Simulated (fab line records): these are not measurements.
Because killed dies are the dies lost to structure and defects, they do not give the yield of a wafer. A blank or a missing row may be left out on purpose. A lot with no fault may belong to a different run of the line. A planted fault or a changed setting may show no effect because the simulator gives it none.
A struck lot beside a sound one / flow sky130 / 15 steps out of a route of 708
Sound: wafers L239.1, L239.3, L239.5. The struck wafers were L233.2, L233.4, L233.6. The cause is named last.
For every step that has rows: the tool of each side, followed by ch and its chambers, followed by its first start. Under that, the readings that differ: sound wafers / struck wafers / difference of the means / sigmas: that difference in standard deviations of wafers without a fault.
alike: readings whose means differ by less than 2 such deviations, and words and numbers that are the same on both sides. not compared: withheld readings, readings that some wafer has no value for, bounds like >300 that may hide the same value, and numbers for which the record gives no deviation and whose values overlap.
The two part at a step that has a row with sigmas, a row that says differs or no value, or rows on one side only. Numbers that don't overlap but have no deviation are shown without sigmas and don't part them. Lack of a reading on every wafer of one side parts them only where that side has two or more wafers.

first, 1 step without rows for these wafers: SKY_VIA4_DEVELOP_10 (develop time 60 s).
SKY_VIA4_OVL_MEAS_11:
  sound on overlay-02, day 48 09:22; struck on overlay-01, day 47 06:41
reading=VIA4_OVL (nm); sound=-0.7 -1.7 0.2; struck=2.0 2.4 2.9; difference=+3.2; sigmas=+2
SKY_VIA4_ETCH_12: etches SiO2 in C4F8/O2/Ar, stops on TiN, target depth 580 nm.
  sound on rie diel-02 ch 0,1, day 48 09:23; struck on rie diel-02 ch 0,1,2, day 47 06:43
  alike: chamber pressure mTorr, oes product au
SKY_VIA4_STRIP_13: strips in O2/N2.
  sound on plasma asher-04 ch 0,1, day 48 09:28; struck on plasma asher-01 ch 0,1, day 47 06:47
  alike: chamber pressure mTorr, drypump motor current A, oes product au, strip time to endpoint s
  not compared: rf hours counter h
then, 4 steps without rows for these wafers: SKY_VIA4_STRIP_14 (strips in post etch residue remover, time 1200 s); SKY_VIA4_CLEAN_15 (cleans in IPA, time 180 s); SKY_VIA4_CLEAN_16 (cleans in O3/DIW); SKY_VIA4_SPUTTER_17 (material TiN, target thk 20 nm, time 80 s).
SKY_VIA4_CVD_18: deposits W, target thk 505 nm, time 152.14 s.
  sound on cvd w-01 ch 0,1, day 48 10:07; struck on cvd w-02 ch 0,1, day 47 07:30
  alike: heater power w
SKY_VIA4_RS_MEAS_19: a four-point-probe measurement.
  sound on film metro-04, day 48 10:16; struck on film metro-03, day 47 07:41
  alike: VIA4_W_RS
SKY_VIA4_THK_MEAS_20: measures by xrf.
  sound on film metro-04, day 48 10:23; struck on film metro-03, day 47 07:47
  alike: VIA4_W_THK
SKY_VIA4_CMP_21: polishes, stops on SiO2, t overpolish 25 s, target thk 0 nm.
  sound on cmp-01 ch 0,2,3, day 48 10:27; struck on cmp-02 ch 1,2,3, day 47 07:53
  alike: motor current A, overpolish run s, time to endpoint s
SKY_METAL5_SPUTTER_00: material Ti, target thk 15 nm, time 10 s.
  sound on pvd sputter-03, day 48 10:45; struck on pvd sputter-02, day 47 08:08
  no value came back on the struck wafers for cathode dc power W (W), chamber pressure pa (Pa), throttle valve pct (%); on the sound wafers cathode dc power W (W) reads 2999.3 3000.2 2999.8
SKY_METAL5_SPUTTER_01: material TiN, target thk 20 nm, time 16.7 s.
  sound on pvd sputter-03, day 48 10:46; struck on pvd sputter-02, day 47 08:10
  alike: cathode dc power W, chamber pressure pa, throttle valve pct
-- the record jumps here: 2 days lie between the struck wafers' starts before and after (it left off in module METAL5 and takes up again in module PAD_OPEN, whose first step shown is number 708 of the route) --
SKY_PAD_OPEN_PROBE_99:
  sound on prober-01, day 50 18:13; struck on prober-01, day 49 19:22
reading=model.etest.via4 chain.rc ohm; sound=0.7622 0.7913 0.7698; struck=0.8438 0.8833 0.8287; difference=+0.0775; sigmas=
  alike: defect limited yield, killed_at_M0_to_M3, killed_at_M4_up, killed at contacts, killed at front end, killed at other, killed dies, killed open, killed short, sort_bin_3_pad_short, sort_bin_5_function, sort_bin_6_memory, sort n pass, sort yield pct

== WHERE THEY PART ==
First at SKY_VIA4_OVL_MEAS_11; last, within this record, at SKY_METAL5_SPUTTER_00. Later steps at which nothing parts them and some readings are alike: SKY_METAL5_SPUTTER_01, SKY_PAD_OPEN_PROBE_99.

WHY: what the simulator had put in
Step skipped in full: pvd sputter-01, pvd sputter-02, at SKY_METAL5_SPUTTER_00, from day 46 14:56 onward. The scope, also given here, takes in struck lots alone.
